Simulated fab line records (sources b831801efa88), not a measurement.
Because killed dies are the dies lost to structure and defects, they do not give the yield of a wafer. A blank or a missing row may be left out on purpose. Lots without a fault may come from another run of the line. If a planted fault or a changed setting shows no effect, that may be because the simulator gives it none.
A struck lot beside a sound one -- flow sky130 -- 22 out of 708 route steps
Sound: wafers L226.1, L226.3, L226.5. Struck: wafers L218.1, L218.2, L218.5. The cause is named last.
For every step that has rows: the tool of each side, followed by ch and its chambers, followed by its first start. Under that, the readings that differ: sound wafers -- struck wafers -- difference of the means -- sigmas: that difference in standard deviations of wafers without a fault.
alike: readings with means less than 2 such deviations apart, plus words and numbers identical on both sides. not compared: withheld readings, readings lacking a value on some wafer, bounds such as >300 that could conceal the same value, and numbers that have no deviation in the record and whose values overlap.
Wherever a step has rows on one side only, a row that says differs or no value, or a row with sigmas, the two part there. When numbers do not overlap yet have no deviation, they are printed without sigmas and do not part them. A reading missing from all wafers of one side parts the sides only when that side holds two or more wafers.

first, 5 steps without rows for these wafers: SKY_VT_ADJUST_HVTR_COAT_02 (resist thk 1140 nm); SKY_VT_ADJUST_HVTR_SOFTBAKE_03 (time 60 s); SKY_VT_ADJUST_HVTR_EXPOSE_04 (exposes mask HVTRM, target cd 380 nm); SKY_VT_ADJUST_HVTR_PEB_05; SKY_VT_ADJUST_HVTR_DEVELOP_06 (develop time 60 s).
SKY_VT_ADJUST_HVTR_CD_MEAS_07: the cd target is 380 nm.
  sound: cd-sem-01 at day 15 00:34; struck: cd-sem-01 at day 11 15:59
  alike: cd-nm
SKY_VT_ADJUST_HVTR_OVL_MEAS_08:
  sound: overlay-02 at day 15 00:43; struck: overlay-01 at day 11 16:07
  alike: VT_ADJUST_HVTR_OVL
following that, these wafers have no rows for 1 step: SKY_VT_ADJUST_HVTR_IMPLANT_09.
SKY_VT_ADJUST_HVTR_STRIP_10: strips in O2/N2.
  sound on plasma-asher-01 ch 0, day 15 00:53; struck on plasma-asher-02 ch 0,1, day 11 16:18
  alike: drypump-motor-current-A, oes-product-au, strip-time-to-endpoint-s
  not compared: rf-hours-counter-h
SKY_VT_ADJUST_HVTR_TW_MEAS_11:
  sound: film-metro-04 at day 15 00:59; struck: film-metro-02 at day 11 16:24
reading,sound,struck,difference,sigmas
VT_ADJUST_HVTR_TW,215.7 216.6 215.9,210.5 209.8 211.6,-5.4,-3
then, 2 steps without rows for these wafers: SKY_VT_ADJUST_PCH_DEHYDRATE_00 (time 60 s); SKY_VT_ADJUST_PCH_HMDS_01 (prime time 60 s).
SKY_VT_ADJUST_PCH_COAT_02: resist thk 3000 nm.
  sound on litho-track-01 ch 0, day 15 14:43; struck on litho-track-02 ch 0, day 12 04:35
reading,sound,struck,difference,sigmas
spin-speed-rpm (rpm),1999.7 1999.9 2001.6,2737.5 2737.4 2735.2,+736.3,+99 or more
model.coat_of_VT_ADJUST_PCH_COAT_02.thk-nm (nm),2989 2995 2994,2567 2564 2571,-425,
  alike: resist-line-temp-C
then, 3 steps without rows for these wafers: SKY_VT_ADJUST_PCH_SOFTBAKE_03; SKY_VT_ADJUST_PCH_EXPOSE_04 (exposes mask NWM, target cd 840 nm); SKY_VT_ADJUST_PCH_PEB_05.
SKY_VT_ADJUST_PCH_DEVELOP_06: develop time 60 s.
  sound on litho-track-03 ch 0; struck on litho-track-02 ch 0
reading,sound,struck,difference,sigmas
resist-line-temp-C (C),23.05 23.12 23.02,22.77 22.75 23.01,-0.22,-2
model.coat_of_VT_ADJUST_PCH_COAT_02.thk-nm (nm),2988 2994 2993,2565 2562 2570,-426,
SKY_VT_ADJUST_PCH_OVL_MEAS_07:
  sound: overlay-01 at day 16 04:37; struck: overlay-01 at day 12 16:53
reading,sound,struck,difference,sigmas
VT_ADJUST_PCH_OVL (nm),-3.1 -4.3 -3.9,-0.4 -0.3 -1.6,+3.0,+2
following that, these wafers have no rows for 1 step: SKY_VT_ADJUST_PCH_IMPLANT_08.
SKY_VT_ADJUST_PCH_STRIP_09: strips in O2/N2.
  sound on plasma-asher-03 ch 0,1, day 16 04:48; struck on plasma-asher-04 ch 0,1, day 12 17:05
reading,sound,struck,difference,sigmas
strip-time-to-endpoint-s (s),36.81 36.89 36.88,31.95 31.91 32.02,-4.90,-51
  alike: drypump-motor-current-A, oes-product-au
  not compared: rf-hours-counter-h
SKY_VT_ADJUST_PCH_TW_MEAS_10:
  sound: film-metro-04 at day 16 04:54; struck: film-metro-01 at day 12 17:11
reading,sound,struck,difference,sigmas
VT_ADJUST_PCH_TW,146.1 145.8 146.8,140.3 141.5 139.7,-5.7,-2
-- the record jumps here: 35 days lie between the struck wafers' starts before and after (it left off in module VT_ADJUST_PCH and takes up again in module PAD_OPEN, whose first step shown is number 708 of the route) --
SKY_PAD_OPEN_PROBE_99:
  sound: prober-02 at day 50 05:56; struck: prober-01 at day 47 18:10
  alike: killed_at_M0_to_M3, killed_at_M4_up, killed-at-contacts, killed-at-front-end, killed-at-other, killed-dies, killed-open, killed-short

WHERE THEY PART
First at SKY_VT_ADJUST_HVTR_TW_MEAS_11; last, within this record, at SKY_VT_ADJUST_PCH_TW_MEAS_10. Later steps at which nothing parts them and some readings are alike: SKY_PAD_OPEN_PROBE_99.

WHY: what the simulator had put in
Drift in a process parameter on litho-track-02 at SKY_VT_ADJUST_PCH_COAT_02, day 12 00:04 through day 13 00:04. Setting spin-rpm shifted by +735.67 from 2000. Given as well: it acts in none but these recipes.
